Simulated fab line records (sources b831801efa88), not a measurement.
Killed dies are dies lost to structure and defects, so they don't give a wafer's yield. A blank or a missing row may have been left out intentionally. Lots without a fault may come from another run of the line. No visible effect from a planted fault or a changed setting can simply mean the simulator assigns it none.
The tool behind it: which one? :: flow sky130 :: Sampling: 6 lots, 18 wafers, 4 of 708 route steps

== WHAT THE GAUGES SHOWED, per wafer ==
SKY_METAL5_THK_MEAS_06: measures by xrf.
lot: L896
measured: day 43 06:47
on: film_metro-01
METAL5_ALCU_THK (nm): 1143 1133 1134

lot: L899
measured: day 44 00:17
on: film_metro-02
METAL5_ALCU_THK (nm): 1156 1151 1159

lot: L901
measured: day 44 13:29
on: film_metro-02
METAL5_ALCU_THK (nm): 1141 1134 1140

lot: L906
measured: day 45 20:52
on: film_metro-02
METAL5_ALCU_THK (nm): 1117 1121 1115

lot: L909
measured: day 46 13:58
on: film_metro-01
METAL5_ALCU_THK (nm): 1144 1157 1147

lot: L913
measured: day 47 16:18
on: film_metro-03
METAL5_ALCU_THK (nm): 1132 1147 1140

== EACH LOT AND THE TOOL THAT RAN IT (in order: tool; ch and the chambers of the sampled wafers; start) ==
lot: L896
SKY_POLY_GATE_ETCH_16: rie_diel-03 ch 0,1,2, day 16 19:01
SKY_VIA4_CVD_18: cvd_w-02 ch 0,1, day 43 05:52
SKY_METAL5_SPUTTER_02: pvd_sputter-01, day 43 06:33

lot: L899
SKY_POLY_GATE_ETCH_16: rie_diel-04 ch 0,1,3, day 17 16:47
SKY_VIA4_CVD_18: cvd_w-01 ch 0,1, day 43 23:09
SKY_METAL5_SPUTTER_02: pvd_sputter-01, day 44 00:03

lot: L901
SKY_POLY_GATE_ETCH_16: rie_diel-04 ch 0,1,3, day 18 09:47
SKY_VIA4_CVD_18: cvd_w-01 ch 0,1, day 44 12:34
SKY_METAL5_SPUTTER_02: pvd_sputter-01, day 44 13:14

lot: L906
SKY_POLY_GATE_ETCH_16: rie_diel-04 ch 0,1, day 20 06:55
SKY_VIA4_CVD_18: cvd_w-02 ch 0,1, day 45 19:57
SKY_METAL5_SPUTTER_02: pvd_sputter-01, day 45 20:38

lot: L909
SKY_POLY_GATE_ETCH_16: rie_diel-02 ch 2,3, day 21 12:26
SKY_VIA4_CVD_18: cvd_w-02 ch 0,1, day 46 13:03
SKY_METAL5_SPUTTER_02: pvd_sputter-01, day 46 13:44

lot: L913
SKY_POLY_GATE_ETCH_16: rie_diel-04 ch 0,1, day 22 20:08
SKY_VIA4_CVD_18: cvd_w-01 ch 0,1, day 47 14:19
SKY_METAL5_SPUTTER_02: pvd_sputter-01, day 47 16:03
- SKY_POLY_GATE_ETCH_16: etches Si3N4 in CH3F/O2, stops on poly-Si, time 147.5 s, target depth 75 nm.
- SKY_VIA4_CVD_18: deposits W, target thk 505 nm, time 152.14 s.
- SKY_METAL5_SPUTTER_02: material AlCu, target thk 1150 nm, time 61.2 s.

== THE ANSWER, worked out from the rows above alone ==
Rule: what is usual is taken from the lots themselves. Put in order of their means at a reading, lots are off if they are a third of the lots or fewer, leave a main group of 4 or more, and stand apart from it by a gap of 3 or more times the standard deviation of the main group's means; of several such gaps the widest counts. A main group whose means are all the same, to the digits that the tables above print for the reading, isn't used. A lot without any number at a reading at which 4 lots or more have one is off too. Where the step has rows for the other lots, those lots are counted as sound.
Nothing can be told from this: no lot is off at any reading shown.

== WHAT THE SIMULATOR PUT IN ==
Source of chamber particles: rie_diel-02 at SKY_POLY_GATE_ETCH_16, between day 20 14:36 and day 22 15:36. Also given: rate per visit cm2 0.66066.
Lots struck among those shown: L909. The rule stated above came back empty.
